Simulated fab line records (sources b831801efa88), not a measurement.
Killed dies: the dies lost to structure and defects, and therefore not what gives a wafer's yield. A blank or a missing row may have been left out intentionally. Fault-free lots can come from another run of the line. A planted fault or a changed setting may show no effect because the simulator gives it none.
fab line records	flow sky130
record: lots: 5	wafers: 15	last-day: 48
route steps=708 shown METAL4@621 VIA4@639 METAL5@661 PAD_OPEN@708
lots with no fault: from the same line, run without faults
start-h: hours from the record's first day to the start of the lot's first wafer shown	wait-h: hours from the lot's prior step to this one	" unchanged from the row above	L1.1+2: one row covering several wafers at once	- either no value or no given start	* or withheld: withheld	< > ~ a bound
route shown NAME@n: NAME is a module with steps in the file, n the number in the route of the first one	usual: mean/standard deviation of fault-free wafers	same: alike in all rows	chamber/n: place in a boat	sites: per-site readings	_std_site: the values' standard deviation	_edge_site: outer sites' mean less inner sites'	radius-mm: how far each site lies from the wafer's centre	mask NAME#n: copy n	behind: tool/chamber where the wafer was last shaped	hold: why the lot went on hold/how many hours it stayed there/how the hold came to an end	device: names the non-switching transistor (n, p or np)	end of line: tests run on the same wafers once the route is complete	for a step that has no rows: nothing shown but its recipe	killed: at the first sort, the dies lost to defects and structure; wafer yield is something else	map: dies across one wafer; x = killed, . = not, _ = none there
set.NAME: the setting the step ran with; set.NAME@STEP: the setting that earlier step ran with	model.NAME: the simulator's own value behind a step, which no gauge read
certain route steps with their lots: each step a table, each wafer a row
services: when a tool's chamber went out of use (start-h, in hours from the record's first day, below 0 if earlier), for how many hours, and the reason
== steps ==
step: SKY_METAL4_DEHYDRATE_05
recipe: temp-c: 200	time-s: 60
step: SKY_METAL4_HMDS_06
recipe: prime-time-s: 60	prime-temp-c: 120
step: SKY_METAL4_COAT_07
recipe: resist: BARC	temp-c: withheld	time-s: withheld	spin-rpm: 3000	resist-thk-nm: 60
step: SKY_METAL4_COAT_08
recipe: resist: KrF-thick	spin-rpm: 3000	resist-thk-nm: 1140
step: SKY_METAL4_SOFTBAKE_09
recipe: temp-c: 100	time-s: 90	resist: KrF-thick
step: SKY_METAL4_EXPOSE_10
recipe: mask-id: MM4	na: 0.68	source-shape: annular	sigma-inner: 0.4	sigma-outer: 0.8	target-cd-nm: 300	dose-mj: 28
step: SKY_METAL4_PEB_11
recipe: peb-temp-c: withheld	peb-time-s: withheld	resist: KrF-thick
step: SKY_METAL4_DEVELOP_12
recipe: develop-time-s: 60	resist: KrF-thick	dev-temp-c: 21
step: SKY_METAL4_CD_MEAS_13
recipe: target-cd-nm: 300
usual: cd-nm: 299.9/1.5
lot.wafer	tool	chamber	start-h	wait-h	cd-nm
L607.2	cd-sem-01	-	988.54	-	300.2
L607.3	"	-	"	"	300.5
L607.4	"	-	"	"	299.9
L610.1	cd-sem-01	-	1019.22	-	298.7
L610.3	"	-	"	"	300.2
L610.6	"	-	"	"	298.9
L611.2	cd-sem-01	-	1023.99	-	299.3
L611.4	"	-	"	"	298.7
L611.6	"	-	"	"	300.9
L612.1	cd-sem-02	-	1028.70	-	302.2
L612.5	"	-	"	"	301.5
L612.6	"	-	"	"	302.1
L617.1	cd-sem-02	-	1057.02	-	301.8
L617.5	"	-	"	"	299.6
L617.6	"	-	"	"	299.2
step: SKY_METAL4_OVL_MEAS_14
usual: METAL4_OVL: 2/6.5
lot.wafer	tool	chamber	start-h	wait-h	METAL4_OVL[nm]
L607.2	overlay-02	-	988.64	0.1	-5
L607.3	"	-	"	"	-1
L607.4	"	-	"	"	1
L610.1	overlay-02	-	1019.34	0.1	4
L610.3	"	-	"	"	4
L610.6	"	-	"	"	-5
L611.2	overlay-02	-	1024.10	0.1	7
L611.4	"	-	"	"	4
L611.6	"	-	"	"	8
L612.1	overlay-02	-	1028.82	0.1	-14
L612.5	"	-	"	"	-15
L612.6	"	-	"	"	-5
L617.1	overlay-02	-	1057.14	0.1	4
L617.5	"	-	"	"	4
L617.6	"	-	"	"	5
step: SKY_METAL4_DESCUM_15
recipe: chemistry: O2	source-power-w: 150	bias-power-w: 0	pressure-mtorr: 10	temp-c: 40	time-s: 8
usual: drypump-motor-current-A: 5.8/0.49	he-backside-leak-sccm: 3.37/0.16	oes-product-au: 0.997/0.0086	rf-fwd-power-W: 147.3/0.88
same: bias-power-w: 0	time-s: 8
lot.wafer	tool	chamber	start-h	wait-h	drypump-motor-current-A	he-backside-leak-sccm	oes-product-au	rf-fwd-power-W	rf-hours-counter-h
L607.2	rie-metal-01	0	988.67	0.0	5.7	3.38	1.001	148.3	12
L607.3	"	0	"	"	5.7	3.47	0.997	148.4	-
L607.4	"	1	"	"	6.5	3.32	0.988	147.2	-
L610.1	rie-metal-02	1	1019.37	0.0	5.4	3.08	0.995	148.0	7
L610.3	"	0	"	"	5.1	3.37	0.991	147.2	-
L610.6	"	0	"	"	5.1	3.49	0.990	147.6	-
L611.2	rie-metal-04	1	1024.13	0.0	5.3	3.32	1.016	147.8	20
L611.4	"	0	"	"	6.2	3.55	0.996	146.7	-
L611.6	"	0	"	"	6.2	3.63	0.993	146.6	-
L612.1	rie-metal-04	1	1028.85	0.0	5.3	3.29	0.993	147.0	20
L612.5	"	1	"	"	5.3	3.15	1.010	146.8	-
L612.6	"	0	"	"	6.2	3.52	1.009	145.8	-
L617.1	rie-metal-04	0	1057.17	0.0	6.2	3.46	0.992	146.3	19
L617.5	"	0	"	"	6.2	3.39	0.994	146.1	-
L617.6	"	0	"	"	6.2	3.50	1.004	145.9	-
step: SKY_METAL4_ETCH_16
recipe: chemistry: N2/H2	target: BARC	ion-energy-ev: 200	bias-w: 100	pressure-mtorr: 30	n2-flow-sccm: 100	h2-flow-sccm: 200	icp-w: 500	stop-on: SiO2	time-s: 88.2	target-depth-a: 600
step: SKY_METAL4_ETCH_17
recipe: target: SiO2	stop-on: TiN	chemistry: C4F8/O2/Ar	source-w: 1500	bias-w: 1200	pressure-mtorr: 40	c4f8-flow-sccm: withheld	O2_flow_sccm: 6	Ar_flow_sccm: 300	time-s: 3.9	target-depth-a: 150
usual: bias-w: 1200/3.7	oes-product-au: 0.756/0.0074	rf-fwd-power-W: 1469/8.6
same: time-s: 3.9
lot.wafer	tool	chamber	start-h	wait-h	bias-w	oes-product-au	rf-fwd-power-W	rf-hours-counter-h
L607.2	rie-diel-02	1	988.80	0.1	1202	0.744	1471	10
L607.3	"	3	"	"	1200	0.756	1476	9
L607.4	"	0	"	"	1202	0.757	1470	7
L610.1	rie-diel-01	1	1019.50	0.1	1199	0.759	1488	16
L610.3	"	2	"	"	1200	0.754	1472	12
L610.6	"	2	"	"	1199	0.750	1462	-
L611.2	rie-diel-01	2	1024.26	0.1	1199	0.758	1461	12
L611.4	"	0	"	"	1196	0.754	1464	5
L611.6	"	0	"	"	1200	0.754	1462	-
L612.1	rie-diel-04	0	1028.98	0.1	1198	0.748	1471	11
L612.5	"	1	"	"	1198	0.767	1479	-
L612.6	"	0	"	"	1201	0.767	1471	-
L617.1	rie-diel-04	3	1057.43	0.2	1200	0.749	1465	13
L617.5	"	0	"	"	1197	0.762	1485	-
L617.6	"	1	"	"	1197	0.757	1481	-
step: SKY_METAL4_METAL_ETCH_18
recipe: target-depth-a: 8450	stop-on: SiO2	over-etch-frac: 0.3	time-s: 183.1	chemistry: Cl2/BCl3	resist-sidewall-deg: 88	pressure-mtorr: 10	icp-w: 900	bias-w: 48.5	Cl2_flow_sccm: 60	bcl3-flow-sccm: 30
usual: bias-w: 48.49/0.13	drypump-motor-current-A: 5.7/0.51	he-backside-leak-sccm: 3.30/0.16	oes-product-au: 0.865/0.0057	rf-fwd-power-W: 897.7/3	throttle-valve-pct: 22.264/0.0089
same: time-s: 183.1
lot.wafer	tool	chamber	start-h	wait-h	bias-w	drypump-motor-current-A	he-backside-leak-sccm	oes-product-au	rf-fwd-power-W	rf-hours-counter-h	throttle-valve-pct
L607.2	rie-metal-02	1	988.82	0.0	48.52	5.4	3.32	0.868	896.2	6	22.254
L607.3	"	0	"	"	48.36	5.0	3.42	0.859	898.8	-	22.255
L607.4	"	1	"	"	48.52	5.4	3.00	0.866	892.8	-	22.276
L610.1	rie-metal-04	1	1019.52	0.0	48.42	5.3	3.18	0.861	895.0	19	22.252
L610.3	"	1	"	"	48.52	5.3	3.27	0.875	893.4	-	22.274
L610.6	"	0	"	"	48.47	6.1	3.42	0.867	899.5	-	22.260
L611.2	rie-metal-01	0	1024.28	0.0	48.50	5.7	3.40	0.867	900.7	14	22.260
L611.4	"	1	"	"	48.61	6.5	3.22	0.874	900.7	-	22.270
L611.6	"	1	"	"	48.53	6.5	3.24	0.872	900.4	-	22.265
L612.1	rie-metal-01	0	1029.00	0.0	48.48	5.7	3.51	0.871	899.2	14	22.266
L612.5	"	1	"	"	48.60	6.5	3.51	0.872	896.6	-	22.261
L612.6	"	0	"	"	48.52	5.7	3.49	0.877	901.6	-	22.268
L617.1	rie-metal-02	1	1057.45	0.0	48.57	5.4	3.05	0.871	902.6	10	22.259
L617.5	"	1	"	"	48.75	5.4	3.32	0.862	901.3	-	22.279
L617.6	"	0	"	"	48.30	5.0	3.22	0.863	897.8	-	22.258
step: SKY_METAL4_STRIP_19
recipe: chemistry: O2/N2	power-w: 1400	pressure-mtorr: 1500	platen-temp-c: withheld	o2-flow-sccm: 3000	n2-flow-sccm: 300	overash-fraction: 0.5
usual: drypump-motor-current-A: 5.7/0.51	oes-product-au: 0.504/0.0054	strip-time-to-endpoint-s: 6.57/0.073
lot.wafer	tool	chamber	start-h	wait-h	drypump-motor-current-A	oes-product-au	rf-hours-counter-h	strip-time-to-endpoint-s
L607.2	plasma-asher-02	0	989.00	0.1	5.6	0.504	25	6.57
L607.3	"	0	"	"	5.6	0.499	-	6.51
L607.4	"	1	"	"	5.4	0.505	-	6.63
L610.1	plasma-asher-03	1	1019.70	0.1	5.9	0.498	86	6.55
L610.3	"	1	"	"	5.9	0.501	-	6.54
L610.6	"	1	"	"	5.9	0.503	-	6.59
L611.2	plasma-asher-03	0	1024.46	0.1	6.7	0.506	86	6.51
L611.4	"	1	"	"	5.9	0.502	-	6.71
L611.6	"	0	"	"	6.7	0.512	-	6.71
L612.1	plasma-asher-04	0	1029.18	0.1	4.9	0.509	121	6.52
L612.5	"	0	"	"	5.0	0.510	-	6.65
L612.6	"	1	"	"	5.3	0.507	-	6.52
L617.1	plasma-asher-02	0	1057.63	0.1	5.6	0.509	32	6.63
L617.5	"	1	"	"	5.4	0.501	-	6.56
L617.6	"	0	"	"	5.6	0.504	-	6.55
step: SKY_METAL4_STRIP_20
recipe: chemistry: post-etch-residue-remover	time-s: 1200	temp-c: 72.5
step: SKY_METAL4_CLEAN_21
recipe: chemistry: IPA	time-s: 180	temp-c: 25
step: SKY_METAL4_CLEAN_22
recipe: chemistry: O3/DIW	dry: n2-spin
step: SKY_VIA4_HDPCVD_00
recipe: material: SiO2	target-thk-nm: 1750	sigma-open-frac: 0.3	time-s: 291.7	temp-c: 400	sih4-flow-sccm: 60	pressure-mtorr: 6
step: SKY_VIA4_THK_MEAS_01
recipe: reads: SiO2_of_VIA4_HDPCVD_00
usual: VIA4_HDPCVD_THK: 1747/17
lot.wafer	tool	chamber	start-h	wait-h	VIA4_HDPCVD_THK[nm]
L607.2	film-metro-02	-	990.21	0.2	1728
L607.3	"	-	"	"	1752
L607.4	"	-	"	"	1756
L610.1	film-metro-02	-	1020.57	0.2	1783
L610.3	"	-	"	"	1759
L610.6	"	-	"	"	1764
L611.2	film-metro-02	-	1025.28	0.1	1751
L611.4	"	-	"	"	1755
L611.6	"	-	"	"	1742
L612.1	film-metro-01	-	1029.99	0.1	1723
L612.5	"	-	"	"	1715
L612.6	"	-	"	"	1734
L617.1	film-metro-01	-	1058.41	0.1	1714
L617.5	"	-	"	"	1732
L617.6	"	-	"	"	1732
step: SKY_VIA4_CMP_02
recipe: material: SiO2	down-force-psi: 4	platen-rpm: 60	pad-velocity-m-s: 0.94248
step: SKY_VIA4_BOW_MEAS_03
recipe: mode: bow
usual: VIA4_BOW: 78/8.4
lot.wafer	tool	chamber	start-h	wait-h	VIA4_BOW[um]
L607.2	film-metro-04	-	990.58	0.2	90
L607.3	"	-	"	"	86
L607.4	"	-	"	"	83
L610.1	film-metro-01	-	1020.93	0.1	74
L610.3	"	-	"	"	69
L610.6	"	-	"	"	66
L611.2	film-metro-02	-	1025.65	0.1	81
L611.4	"	-	"	"	83
L611.6	"	-	"	"	77
L612.1	film-metro-02	-	1030.35	0.1	81
L612.5	"	-	"	"	81
L612.6	"	-	"	"	73
L617.1	film-metro-02	-	1058.77	0.2	64
L617.5	"	-	"	"	81
L617.6	"	-	"	"	71
step: SKY_VIA4_DEHYDRATE_04
recipe: temp-c: 200	time-s: 60
step: SKY_VIA4_HMDS_05
recipe: prime-time-s: 60	prime-temp-c: 120
step: SKY_VIA4_COAT_06
recipe: resist: NOVOLAK	spin-rpm: 3000	resist-thk-nm: 1140
step: SKY_VIA4_SOFTBAKE_07
recipe: temp-c: 90	time-s: 60	resist: NOVOLAK
step: SKY_VIA4_EXPOSE_08
recipe: mask-id: VIM4	na: 0.6	source-shape: conventional	sigma-outer: 0.6	polarization: unpolarized	target-cd-nm: 800	dose-mj: 132
step: SKY_VIA4_PEB_09
recipe: temp-c: withheld	time-s: *	resist: NOVOLAK
step: SKY_VIA4_DEVELOP_10
recipe: resist: NOVOLAK	developer: TMAH	develop-time-s: 60	dev-temp-c: 23
step: SKY_VIA4_OVL_MEAS_11
usual: VIA4_OVL: 0.0/1.3
lot.wafer	tool	chamber	start-h	wait-h	VIA4_OVL[nm]
L607.2	overlay-01	-	1013.29	0.1	0.3
L607.3	"	-	"	"	-0.1
L607.4	"	-	"	"	0.3
L610.1	overlay-01	-	1043.45	0.1	-2.0
L610.3	"	-	"	"	-3.5
L610.6	"	-	"	"	-3.3
L611.2	overlay-02	-	1047.60	0.1	1.4
L611.4	"	-	"	"	0.0
L611.6	"	-	"	"	1.6
L612.1	overlay-01	-	1052.10	0.1	-1.0
L612.5	"	-	"	"	0.0
L612.6	"	-	"	"	-0.3
L617.1	overlay-01	-	1079.65	0.1	-0.3
L617.5	"	-	"	"	0.9
L617.6	"	-	"	"	0.7
step: SKY_VIA4_ETCH_12
recipe: target: SiO2	chemistry: C4F8/O2/Ar	stop-on: TiN	mask-material: NOVOLAK	source-w: 1500	bias-w: 1200	pressure-mtorr: 40	c4f8-flow-sccm: withheld	O2_flow_sccm: 6	Ar_flow_sccm: 300	time-s: withheld	target-depth-a: 5800
usual: bias-w: 1200/3.5	oes-product-au: 0.926/0.0047	rf-fwd-power-W: 1492/4.8
lot.wafer	tool	chamber	start-h	wait-h	bias-w	oes-product-au	rf-fwd-power-W
L607.2	rie-diel-01	1	1013.32	0.0	1200	0.928	1492
L607.3	"	3	"	"	1199	0.926	1488
L607.4	"	0	"	"	1199	0.922	1482
L610.1	rie-diel-01	2	1043.48	0.0	1201	0.929	1486
L610.3	"	3	"	"	1199	0.926	1482
L610.6	"	3	"	"	1196	0.930	1489
L611.2	rie-diel-04	1	1047.63	0.0	1201	0.923	1492
L611.4	"	3	"	"	1199	0.925	1494
L611.6	"	2	"	"	1198	0.922	1489
L612.1	rie-diel-01	2	1052.13	0.0	1199	0.923	1489
L612.5	"	3	"	"	1196	0.926	1494
L612.6	"	0	"	"	1203	0.922	1489
L617.1	rie-diel-03	1	1079.68	0.0	1204	0.923	1500
L617.5	"	0	"	"	1198	0.926	1489
L617.6	"	3	"	"	1194	0.922	1492
step: SKY_VIA4_STRIP_13
recipe: chemistry: O2/N2	power-w: 1400	pressure-mtorr: 1500	platen-temp-c: withheld	o2-flow-sccm: 3000	n2-flow-sccm: 300	overash-fraction: 0.5
step: SKY_VIA4_STRIP_14
recipe: chemistry: post-etch-residue-remover	time-s: 1200	temp-c: 72.5
step: SKY_VIA4_CLEAN_15
recipe: chemistry: IPA	time-s: 180	temp-c: 25
step: SKY_VIA4_CLEAN_16
recipe: chemistry: O3/DIW	dry: n2-spin
step: SKY_VIA4_SPUTTER_17
recipe: material: TiN	target-thk-nm: 20	chamber-pressure-pa: 5	power-w: 4000	time-s: 80
step: SKY_VIA4_CVD_18
recipe: material: W	target-thk-nm: 505	time-s: 152.14	temp-c: 400	pressure-torr: 40
step: SKY_VIA4_RS_MEAS_19
recipe: thk-meas-gauge: four-point-probe	reads: W_of_VIA4_CVD_18+TiN_of_VIA4_SPUTTER_17
usual: VIA4_W_RS: 0.2285/0.0021
lot.wafer	tool	chamber	start-h	wait-h	VIA4_W_RS[ohm/sq]
L607.2	film-metro-02	-	1014.22	0.1	0.2269
L607.3	"	-	"	"	0.2244
L607.4	"	-	"	"	0.2250
L610.1	film-metro-04	-	1044.37	0.1	0.2278
L610.3	"	-	"	"	0.2297
L610.6	"	-	"	"	0.2295
L611.2	film-metro-01	-	1048.53	0.1	0.2328
L611.4	"	-	"	"	0.2281
L611.6	"	-	"	"	0.2314
L612.1	film-metro-01	-	1053.02	0.1	0.2290
L612.5	"	-	"	"	0.2329
L612.6	"	-	"	"	0.2301
L617.1	film-metro-02	-	1080.56	0.1	0.2270
L617.5	"	-	"	"	0.2275
L617.6	"	-	"	"	0.2254
step: SKY_VIA4_THK_MEAS_20
recipe: thk-meas-gauge: xrf	reads: W_of_VIA4_CVD_18
usual: VIA4_W_THK: 500/5.9
lot.wafer	tool	chamber	start-h	wait-h	VIA4_W_THK[nm]
L607.2	film-metro-02	-	1014.33	0.1	502
L607.3	"	-	"	"	504
L607.4	"	-	"	"	501
L610.1	film-metro-04	-	1044.49	0.1	500
L610.3	"	-	"	"	496
L610.6	"	-	"	"	498
L611.2	film-metro-01	-	1048.64	0.1	491
L611.4	"	-	"	"	499
L611.6	"	-	"	"	493
L612.1	film-metro-01	-	1053.14	0.1	497
L612.5	"	-	"	"	493
L612.6	"	-	"	"	495
L617.1	film-metro-02	-	1080.68	0.1	498
L617.5	"	-	"	"	493
L617.6	"	-	"	"	501
step: SKY_VIA4_CMP_21
recipe: stop-on: SiO2	t-overpolish-s: 25	down-force-psi: 3.5	platen-rpm: 60	target-thk-nm: 0	pad-velocity-m-s: 0.94248
step: SKY_METAL5_SPUTTER_00
recipe: material: Ti	target-thk-nm: 15	power-w: 3000	time-s: 10	chamber-pressure-pa: 0.4
step: SKY_METAL5_SPUTTER_01
recipe: material: TiN	target-thk-nm: 20	power-w: 6500	time-s: 16.7	chamber-pressure-pa: 0.4
usual: throttle-valve-pct: 30.1/0.96
same: time-s: 16.7
lot.wafer	tool	chamber	start-h	wait-h	throttle-valve-pct
L607.2	pvd-sputter-02	-	1014.71	0.0	30.2
L607.3	"	-	"	"	29.3
L607.4	"	-	"	"	29.1
L610.1	pvd-sputter-03	-	1044.87	0.0	30.2
L610.3	"	-	"	"	31.3
L610.6	"	-	"	"	30.2
L611.2	pvd-sputter-03	-	1049.01	0.0	30.1
L611.4	"	-	"	"	28.8
L611.6	"	-	"	"	31.3
L612.1	pvd-sputter-01	-	1053.56	0.0	30.0
L612.5	"	-	"	"	31.0
L612.6	"	-	"	"	28.9
L617.1	pvd-sputter-01	-	1081.06	0.0	28.9
L617.5	"	-	"	"	31.2
L617.6	"	-	"	"	29.2
step: SKY_PAD_OPEN_PROBE_99
usual: defect-limited-yield: 82.8/2	killed_at_M0_to_M3: 42/7.3	killed_at_M4_up: 3.2/1.8	killed-at-contacts: 25/5.2	killed-at-front-end: 15/4.6	killed-at-other: 0.3/0.62	killed-dies: 85/9.9	killed-open: 46/7.1	killed-short: 38/5.7	sort_bin_3_pad_short: 0.9/0.42	sort_bin_5_function: 10.0/1.5	sort_bin_6_memory: 6.3/1.2	sort-n-pass: 407/9.9	sort-yield-pct: 82.8/2
same: gross-dies: 492	killed-at-back-side: 0	sort_bin_4_leakage[%]: 0	sort_bin_8_speed[%]: 0
lot.wafer	tool	chamber	start-h	wait-h	defect-limited-yield[%]	killed_at_M0_to_M3	killed_at_M4_up	killed-at-contacts	killed-at-front-end	killed-at-other	killed-dies	killed-open	killed-short	sort_bin_3_pad_short[%]	sort_bin_5_function[%]	sort_bin_6_memory[%]	sort-n-pass	sort-yield-pct[%]	model.etest.tester.sort-n-pass	model.etest.tester.sort-yield-pct	model.etest.tester.sort_bin_5_pct	model.etest.tester.sort_bin_3_pct
L607.2	prober-01	-	1083.87	0.1	81.7	38	4	32	16	0	90	48	42	0.6	12.2	5.5	402	81.7	402	81.71	12.2	0.6098
L607.3	prober-01	-	1083.92	0.2	82.5	50	0	23	13	0	86	44	42	1.0	9.1	7.3	406	82.5	406	82.52	9.146	1.016
L607.4	prober-01	-	1083.97	0.2	79.3	35	6	29	31	1	102	59	43	1.4	12.4	6.9	390	79.3	390	79.27	12.4	1.423
L610.1	prober-01	-	1110.79	0.1	80.5	58	1	25	11	1	96	55	41	1.4	11.0	7.1	396	80.5	396	80.49	10.98	1.423
L610.3	prober-01	-	1110.89	0.2	81.3	43	8	30	11	0	92	55	35	0.6	10.4	7.7	400	81.3	400	81.3	10.37	0.6098
L610.6	prober-01	-	1111.04	0.2	82.5	42	3	30	10	1	86	41	44	1.0	11.2	5.3	406	82.5	406	82.52	11.18	1.016
L611.2	prober-02	-	1115.94	0.1	84.1	44	0	22	11	1	78	43	35	0.6	9.8	5.5	414	84.1	414	84.15	9.756	0.6098
L611.4	prober-02	-	1116.04	0.2	82.9	35	5	31	13	0	84	38	46	1.4	8.9	6.7	408	82.9	408	82.93	8.943	1.423
L611.6	prober-02	-	1116.14	0.2	80.3	40	0	34	23	0	97	51	46	1.0	12.4	6.3	395	80.3	395	80.28	12.4	1.016
L612.1	prober-01	-	1118.92	0.1	81.7	34	3	25	27	1	90	48	41	1.0	10.6	6.7	402	81.7	402	81.71	10.57	1.016
L612.5	prober-01	-	1119.12	0.2	82.1	36	6	28	18	0	88	49	37	0.2	12.8	4.9	404	82.1	404	82.11	12.8	0.2033
L612.6	prober-01	-	1119.17	0.2	81.9	39	4	31	13	2	89	47	40	0.8	10.6	6.7	403	81.9	403	81.91	10.57	0.813
L617.1	prober-02	-	1142.99	0.1	83.9	45	4	24	6	0	79	45	34	1.0	10.2	4.9	413	83.9	413	83.94	10.16	1.016
L617.5	prober-02	-	1143.19	0.2	74.8	37	48	25	12	2	124	40	38	2.6	16.1	6.5	368	74.8	368	74.8	16.06	2.642
L617.6	prober-02	-	1143.24	0.2	86.2	35	4	21	7	1	68	34	34	0.4	8.1	5.3	424	86.2	424	86.18	8.13	0.4065
killed by level:class
L607.2 CONTACT:geometric-particle:open=14 VIA1:geometric-particle:open=8 CONTACT:geometric-particle:short=7 LI_CONTACT:geometric-particle:open=6 VIA3:geometric-particle:open=5 POLY_GATE:geometric-particle:open=4 POLY_GATE:geometric-particle:short=4 METAL1:geometric-particle:short=4
L607.3 VIA1:geometric-particle:open=17 CONTACT:geometric-particle:short=8 VIA3:geometric-particle:open=6 FIELD_ISO:geometric-particle:open=5 LOCAL_INTERCONNECT:geometric-particle:short=5 CONTACT:geometric-particle:open=5 VIA1:geometric-particle:short=5 METAL2:geometric-particle:short=5
L607.4 FIELD_ISO:geometric-particle:open=10 CONTACT:geometric-particle:open=10 VIA2:geometric-particle:open=8 FIELD_ISO:geometric-particle:short=7 LI_CONTACT:geometric-particle:open=7 CONTACT:geometric-particle:short=6 POLY_GATE:geometric-particle:open=5 LOCAL_INTERCONNECT:geometric-particle:short=5
L610.1 VIA1:geometric-particle:open=14 CONTACT:geometric-particle:open=13 VIA3:geometric-particle:open=11 METAL1:geometric-particle:short=7 VIA2:geometric-particle:open=7 METAL2:geometric-particle:short=6 VIA1:geometric-particle:short=5 SPACER:geometric-particle:short=4
L610.3 VIA1:geometric-particle:open=13 LI_CONTACT:geometric-particle:open=11 VIA2:geometric-particle:open=8 FIELD_ISO:geometric-particle:open=5 CONTACT:geometric-particle:short=5 METAL2:geometric-particle:short=5 METAL4:geometric-particle:short=5 LOCAL_INTERCONNECT:geometric-particle:short=4
L610.6 VIA1:geometric-particle:open=11 CONTACT:geometric-particle:open=8 LI_CONTACT:geometric-particle:open=7 LI_CONTACT:geometric-particle:short=6 VIA1:geometric-particle:short=6 METAL1:geometric-particle:short=5 CONTACT:geometric-particle:short=5 VIA2:geometric-particle:open=5
L611.2 VIA1:geometric-particle:open=12 CONTACT:geometric-particle:short=8 VIA2:geometric-particle:open=7 CONTACT:geometric-particle:open=5 LI_CONTACT:geometric-particle:open=4 METAL2:geometric-particle:short=4 METAL3:geometric-particle:short=4 FIELD_ISO:geometric-particle:open=3
L611.4 CONTACT:geometric-particle:open=13 VIA1:geometric-particle:short=9 VIA1:geometric-particle:open=7 CONTACT:geometric-particle:short=6 LOCAL_INTERCONNECT:geometric-particle:short=5 VIA2:geometric-particle:open=5 FIELD_ISO:geometric-particle:short=4 LI_CONTACT:geometric-particle:short=4
L611.6 LI_CONTACT:geometric-particle:open=12 CONTACT:geometric-particle:open=9 METAL1:geometric-particle:short=9 FIELD_ISO:geometric-particle:short=8 VIA1:geometric-particle:open=8 VIA2:geometric-particle:open=6 LOCAL_INTERCONNECT:geometric-particle:short=5 CONTACT:geometric-particle:short=5
L612.1 CONTACT:geometric-particle:open=8 FIELD_ISO:geometric-particle:short=7 FIELD_ISO:geometric-particle:open=7 CONTACT:geometric-particle:short=7 VIA1:geometric-particle:open=6 VIA3:geometric-particle:open=6 POLY_GATE:geometric-particle:open=6 METAL2:geometric-particle:short=6
L612.5 VIA1:geometric-particle:open=12 LI_CONTACT:geometric-particle:open=8 CONTACT:geometric-particle:open=8 LOCAL_INTERCONNECT:geometric-particle:short=7 FIELD_ISO:geometric-particle:short=6 FIELD_ISO:geometric-particle:open=4 POLY_GATE:geometric-particle:short=3 SPACER:geometric-particle:open=3
L612.6 CONTACT:geometric-particle:open=15 VIA1:geometric-particle:open=9 LI_CONTACT:geometric-particle:open=8 METAL2:geometric-particle:short=8 FIELD_ISO:geometric-particle:open=5 METAL3:geometric-particle:open=5 VIA1:geometric-particle:short=4 CONTACT:geometric-particle:short=4
L617.1 CONTACT:geometric-particle:open=9 VIA1:geometric-particle:open=9 METAL2:geometric-particle:short=8 VIA2:geometric-particle:open=7 LI_CONTACT:geometric-particle:open=5 CONTACT:geometric-particle:short=5 VIA3:geometric-particle:short=5 VIA3:geometric-particle:open=5
L617.5 METAL4:unspecified=46 VIA2:geometric-particle:open=8 LI_CONTACT:geometric-particle:open=7 CONTACT:geometric-particle:open=7 VIA1:geometric-particle:open=6 VIA3:geometric-particle:open=6 LOCAL_INTERCONNECT:geometric-particle:short=5 LI_CONTACT:geometric-particle:short=4
L617.6 VIA1:geometric-particle:open=9 VIA2:geometric-particle:open=7 CONTACT:geometric-particle:open=6 METAL2:geometric-particle:short=6 CONTACT:geometric-particle:short=5 LI_CONTACT:geometric-particle:short=5 METAL4:geometric-particle:short=4 LI_CONTACT:geometric-particle:open=3
map L617.5 (x killed, . not)
__________..x.x....x_________
________.x.x.........._______
______x....x...x........_____
_____..x.x.......x.xx....____
____.x..x..x.x...xx.x.....___
___x...x...xxxxxxxx.......x__
__.........xxxxxxxx........._
_.......x.x.xxxxxxxx..x...x..
_..........x.xxxxxx.xx.......
_...x...x.x.xxxxxx.........x.
_....x.x......xxxxx........x.
_x..x.x......xx.x............
_........xx.x......x.....x.x.
_.......................x.x..
_x.........x.x...x..x...x....
__x..x.....x....xxx........._
___..x..x..x...xx..x.x.x...__
____......x...........x..x___
_____x...x.x...x......x..____
______..............x.x._____
________....x........._______
__________.......x.._________
map L612.1 (x killed, . not)
__________....xxx..x_________
________x.xxx........._______
______....x..x......xx.._____
_____x.........x.x.....x.____
____....x..x........xx.x..___
___....x..........x...x...x__
__...x..xx...........x....x._
_..x.......xx...x.x..x..x.x..
_..............x..x.....x..x.
_.x.......x...............x..
_x.x....x....x.....x.x.x.....
_.............x.xx...........
_.......x.x..xx..x...x....x..
_....x...x....x.............x
_....x.............x......x.x
__.............x...........x_
___......x.................__
____...x...........x....x.___
_____..x.....x.......x.x.____
______x.xxx....xx....x.._____
________.x............_______
__________x..x......_________
== services ==
tool	chamber	start-h	hours	kind
rie-diel-01	2	966.85	1.8	repair
pvd-sputter-03	-	967.12	17.7	repair
rie-diel-02	3	977.78	1.4	repair
rie-diel-03	-	979.83	14.6	pm
rie-diel-02	-	989.23	14.6	pm
rie-diel-03	0	998.64	-	clean
rie-diel-03	0	998.64	17.9	scheduled-down
rie-diel-03	0	998.64	17.9	vent-cycle
rie-diel-03	1	1001.26	4.1	repair
plasma-asher-03	-	1012.13	1.5	repair
pvd-sputter-01	-	1015.43	6.1	repair
plasma-asher-03	-	1021.01	2.1	repair
rie-diel-04	3	1024.89	8.0	repair
rie-diel-04	1	1025.32	1.6	repair
rie-diel-03	0	1032.71	12.4	repair
pvd-sputter-03	-	1038.49	1.9	repair
rie-diel-02	2	1045.87	7.2	repair
rie-metal-04	1	1050.25	-	clean
rie-metal-04	1	1050.25	21.0	scheduled-down
rie-metal-04	1	1050.25	21.0	vent-cycle
plasma-asher-04	-	1055.25	9.0	pm
plasma-asher-04	0	1055.25	9.0	vent-cycle
plasma-asher-04	1	1055.25	9.0	vent-cycle
rie-diel-02	2	1057.39	11.7	repair
== key ==
first-sign: step: SKY_PAD_OPEN_PROBE_99	reading: killed_at_M4_up	direction: up	sigmas: 25	usual: 3.2	struck: 48
effect: step: SKY_PAD_OPEN_PROBE_99	reading: sort_bin_3_pad_short	direction: up	sigmas: 4.3	usual: 0.9	struck: 2.6
model-effect: step: SKY_PAD_OPEN_PROBE_99	value: etest.tester.sort-n-pass	without: 407	struck: 368
met-at SKY_METAL4_ETCH_17
struck-wafers L617.5
onset-between 1028.98 1057.43
fault: kind: chamber-particle-source	tool: rie-diel-04	chamber: 0	onset-h: 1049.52	steps: SKY_METAL4_ETCH_17	rate-per-visit-cm2: 0.55615	end-h: 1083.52
